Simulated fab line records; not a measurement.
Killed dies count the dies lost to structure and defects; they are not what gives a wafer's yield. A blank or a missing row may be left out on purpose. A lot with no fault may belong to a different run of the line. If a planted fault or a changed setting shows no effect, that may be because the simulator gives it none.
Which tool did it? | flow gf180mcu | Sampling: 14 lots, 42 wafers, 3 of 602 route steps

WHAT EACH GAUGE READ, for each wafer
GF_V2_THK_MEAS_03. Usual: for V2_CVD_02_THK the level is 847 nm and the standard deviation is 10.
lot  | measured     | on           | V2_CVD_02_THK (nm) | flag
L985 | day 19 14:15 | filmMetro-02 | 828 841 849        | 
L986 | day 19 18:17 | filmMetro-02 | 836 842 851        | 
L988 | day 21 00:07 | filmMetro-02 | 847 854 864        | 
L989 | day 21 00:26 | filmMetro-03 | 853 850 859        | 
L990 | day 21 09:47 | filmMetro-03 | 851 863 854        | 
L991 | day 21 21:16 | filmMetro-04 | 837 842 835        | 
L994 | day 23 05:38 | filmMetro-03 | 843 838 858        | 
L995 | day 23 16:29 | filmMetro-04 | 846 855 856        | 
L996 | day 23 17:07 | filmMetro-04 | 832 840 829        | 
L999 | day 24 20:48 | filmMetro-02 | 831 829 852        | 
L100 | day 25 05:50 | filmMetro-02 | 840 863 856        | 
L101 | day 25 09:20 | filmMetro-02 | 840 864 846        | 
L106 | day 26 17:42 | filmMetro-04 | 836 850 849        | 
L107 | day 27 01:50 | filmMetro-04 | 842 838 845        | 

GF_V2_RS_MEAS_24: measures by four-point-probe. Usual: for V2_W_RS the level is 0.3289 ohm/sq and the standard deviation is 0.0027.
lot  | measured     | on           | V2_W_RS (ohm/sq)     | flag
L985 | day 20 15:50 | filmMetro-02 | 0.3261 0.3262 0.3232 | 
L986 | day 20 19:46 | filmMetro-03 | 0.3300 0.3308 0.3309 | 
L988 | day 22 01:13 | filmMetro-04 | 0.3277 0.3303 0.3279 | 
L989 | day 22 01:38 | filmMetro-04 | 0.3312 0.3324 0.3340 | 
L990 | day 22 11:08 | filmMetro-04 | 0.3249 0.3258 0.3279 | 
L991 | day 22 22:30 | filmMetro-03 | 0.3256 0.3316 0.3324 | 
L994 | day 24 05:43 | filmMetro-02 | 0.3272 0.3230 0.3249 | 
L995 | day 24 16:08 | filmMetro-04 | 0.3284 0.3289 0.3257 | 
L996 | day 24 17:09 | filmMetro-02 | 0.3260 0.3308 0.3285 | 
L999 | day 25 19:10 | filmMetro-03 | 0.3309 0.3292 0.3311 | 
L100 | day 26 04:08 | filmMetro-02 | 0.3305 0.3299 0.3282 | 
L101 | day 26 08:02 | filmMetro-02 | 0.3288 0.3318 0.3311 | 
L106 | day 27 15:35 | filmMetro-04 | 0.3307 0.3303 0.3333 | 
L107 | day 27 23:26 | filmMetro-02 | 0.3263 0.3284 0.3274 | 

EACH LOT AND THE TOOL THAT RAN IT (in order: tool; ch and the chambers of the sampled wafers; start)
lot  | GF_SAB_DEVELOP_08
L985 | lithoTrack-01 ch 0, day 15 10:35
L986 | lithoTrack-03 ch 0, day 15 14:30
L988 | lithoTrack-01 ch 0, day 16 09:44
L989 | lithoTrack-03 ch 0, day 16 17:21
L990 | lithoTrack-03 ch 0, day 17 03:54
L991 | lithoTrack-04 ch 0, day 17 14:13
L994 | lithoTrack-01 ch 0, day 18 22:53
L995 | lithoTrack-04 ch 0, day 19 09:34
L996 | lithoTrack-04 ch 0, day 19 09:52
L999 | lithoTrack-01 ch 0, day 20 16:59
L100 | lithoTrack-04 ch 0, day 21 02:55
L101 | lithoTrack-04 ch 0, day 21 06:43
L106 | lithoTrack-03 ch 0, day 22 18:38
L107 | lithoTrack-03 ch 0, day 23 04:04
- GF_SAB_DEVELOP_08: develop time 60 s.

WHAT THE TOOLS THEMSELVES READ (means of the sampled wafers that have a number; where no wafer has one, the mark that the record gives instead)
GF_SAB_DEVELOP_08. Usual: developerTempC at 22.99 C, with a standard deviation of 0.088.
lot  | tool          | developerTempC (C) | flag
L985 | lithoTrack-01 | 22.87              | 
L986 | lithoTrack-03 | 22.93              | 
L988 | lithoTrack-01 | 23.03              | 
L989 | lithoTrack-03 | 23.00              | 
L990 | lithoTrack-03 | 23.05              | 
L991 | lithoTrack-04 | 22.97              | 
L994 | lithoTrack-01 | 22.95              | 
L995 | lithoTrack-04 | 23.06              | 
L996 | lithoTrack-04 | 23.06              | 
L999 | lithoTrack-01 | 23.10              | 
L100 | lithoTrack-04 | 23.53              | OFF
L101 | lithoTrack-04 | 23.73              | OFF
L106 | lithoTrack-03 | 22.95              | 
L107 | lithoTrack-03 | 22.95              | 

THE ANSWER, worked out from the rows above alone
Rule: take the mean of a lot's wafers that have a number; if it is more than 3 standard deviations from the usual mean, the lot is off. Also off: a lot with no number at a reading for which 4 or more lots have one. All remaining lots with rows at the step are treated as sound. The gauges are gone through in route order, then the tools' own readings, and for those a lot's mean is taken as printed above. At the first step where some lot is off, the reading lying furthest off is the one used; lots without a number count as furthest.
Off at GF_SAB_DEVELOP_08 (developerTempC): L100, L101.
A tool fits if, at that step or a process step before it, it ran every lot that is off, and no sound lot after the first of them. One fits: GF_SAB_DEVELOP_08 on lithoTrack-04. A fault onset in the window from L996 (day 19 09:52, its last sound lot) to L100 (day 21 02:55, its first lot off) fits.
On the lots that are off, the tool's own readings at GF_SAB_DEVELOP_08 differ by more than 5 times the standard deviation of the sound lots' means, which bears it out; developerTempC reads 23.63 C there versus 22.99 C on the sound lots.

WHAT THE SIMULATOR HAD PUT IN
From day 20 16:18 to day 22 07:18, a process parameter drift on lithoTrack-04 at GF_SAB_DEVELOP_08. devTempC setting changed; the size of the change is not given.
Struck lots among those shown: L100, L101. The rule above reached the same finding.
